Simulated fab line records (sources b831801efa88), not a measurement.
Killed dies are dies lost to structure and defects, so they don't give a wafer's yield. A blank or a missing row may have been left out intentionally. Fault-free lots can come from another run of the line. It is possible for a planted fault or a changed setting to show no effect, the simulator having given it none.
Which tool is to blame?	flow gf180mcu	12 lots, 36 wafers sampled, at 3 steps of a route of 602

== WHAT THE GAUGES READ, wafer by wafer ==
GF_TOP_METAL_THK_MEAS_06: measures by xrf.
lot	measured	on	TOP_METAL_ALCU_THK (nm)
L116	day 27 22:10	film_metro-01	905 904 908
L118	day 28 06:56	film_metro-01	918 926 916
L120	day 29 02:06	film_metro-01	907 901 901
L123	day 29 22:38	film_metro-03	921 918 915
L127	day 31 02:10	film_metro-04	901 901 907
L131	day 32 05:28	film_metro-03	923 917 925
L132	day 32 07:33	film_metro-04	916 921 923
L133	day 32 13:27	film_metro-03	932 922 929
L135	day 33 01:43	film_metro-01	920 913 923
L136	day 33 04:06	film_metro-01	908 906 907
L137	day 33 07:59	film_metro-01	911 908 916
L138	day 33 13:52	film_metro-04	915 917 908

== WHAT TOOL EACH LOT RAN ON (gives the tool, then ch and the chambers of the sampled wafers, and finally the start) ==
lot	GF_V4_CMP_26	GF_V5_SPUTTER_21
L116	cmp-01 ch 0,2, day 25 02:53	pvd_sputter-02, day 27 21:07
L118	cmp-02 ch 1,2,3, day 25 13:21	pvd_sputter-04, day 28 05:53
L120	cmp-01 ch 0,2,3, day 26 09:46	pvd_sputter-04, day 29 01:04
L123	cmp-02 ch 0,3, day 27 07:46	pvd_sputter-03, day 29 21:34
L127	cmp-02 ch 2,3, day 28 14:42	pvd_sputter-03, day 31 01:08
L131	cmp-01 ch 1,2,3, day 29 15:51	pvd_sputter-04, day 32 00:40
L132	cmp-01 ch 1,2,3, day 29 21:37	pvd_sputter-04, day 32 06:14
L133	cmp-02 ch 0,1, day 30 06:43	pvd_sputter-04, day 32 12:24
L135	cmp-02 ch 0,1,3, day 30 17:09	pvd_sputter-03, day 33 00:41
L136	cmp-01 ch 0,2,3, day 30 22:25	pvd_sputter-03, day 33 03:03
L137	cmp-02 ch 0,1, day 31 03:13	pvd_sputter-04, day 33 06:57
L138	cmp-01 ch 1,2,3, day 31 09:23	pvd_sputter-03, day 33 12:49
- GF_V4_CMP_26: polishes, stops on SiO2, t overpolish 15 s, target thk 0 nm.
- GF_V5_SPUTTER_21: material Ti, target thk 15 nm, time 80.02 s.

== WHAT THE TOOLS THEMSELVES READ (means of the sampled wafers that have a number; where no wafer has one, the mark that the record gives instead) ==
GF_V4_CMP_26.
lot	tool	motor_current_A (A)	overpolish_run_s (s)	slurry_flow_ml_min	time_to_endpoint_s (s)
L116	cmp-01	9.6	15.002	149.9	89
L118	cmp-02	10.3	14.995	150.0	93
L120	cmp-01	9.4	14.994	149.8	84
L123	cmp-02	10.7	14.992	150.2	89
L127	cmp-02	9.4	14.983	150.5	87
L131	cmp-01	9.8	14.993	150.2	83
L132	cmp-01	9.6	15.003	150.1	85
L133	cmp-02	11.5	14.996	149.9	88
L135	cmp-02	11.0	14.997	150.0	87
L136	cmp-01	9.8	15.006	150.3	84
L137	cmp-02	11.3	15.002	149.5	85
L138	cmp-01	9.4	14.999	149.6	84

GF_V5_SPUTTER_21.
lot	tool	throttle_valve_pct (%)
L116	pvd_sputter-02	28.6
L118	pvd_sputter-04	30.2
L120	pvd_sputter-04	29.7
L123	pvd_sputter-03	29.3
L127	pvd_sputter-03	30.3
L131	pvd_sputter-04	29.8
L132	pvd_sputter-04	29.8
L133	pvd_sputter-04	30.5
L135	pvd_sputter-03	29.7
L136	pvd_sputter-03	30.1
L137	pvd_sputter-04	30.4
L138	pvd_sputter-03	29.9

== THE ANSWER, worked out from the rows above alone ==
Rule: the lots themselves supply what counts as usual. Put in order of their means at a reading, lots are off if they are a third of the lots or fewer, leave a main group of 4 or more, and stand apart from it by a gap of 3 or more times the standard deviation of the main group's means; of several such gaps the widest counts. If all means in a main group match to the digits the tables above print for the reading, that group is not used. Also off: a lot with no number at a reading for which 4 or more lots have one. Where the step has rows for the other lots, those lots are counted as sound. The gauges are gone through in route order, then the tools' own readings, and for those a lot's mean is taken as printed above. At the first step where some lot is off, the reading lying furthest off is the one used; lots without a number count as furthest.
None of the lots is off at any reading shown; this tells nothing.

== WHAT THE SIMULATOR PUT IN ==
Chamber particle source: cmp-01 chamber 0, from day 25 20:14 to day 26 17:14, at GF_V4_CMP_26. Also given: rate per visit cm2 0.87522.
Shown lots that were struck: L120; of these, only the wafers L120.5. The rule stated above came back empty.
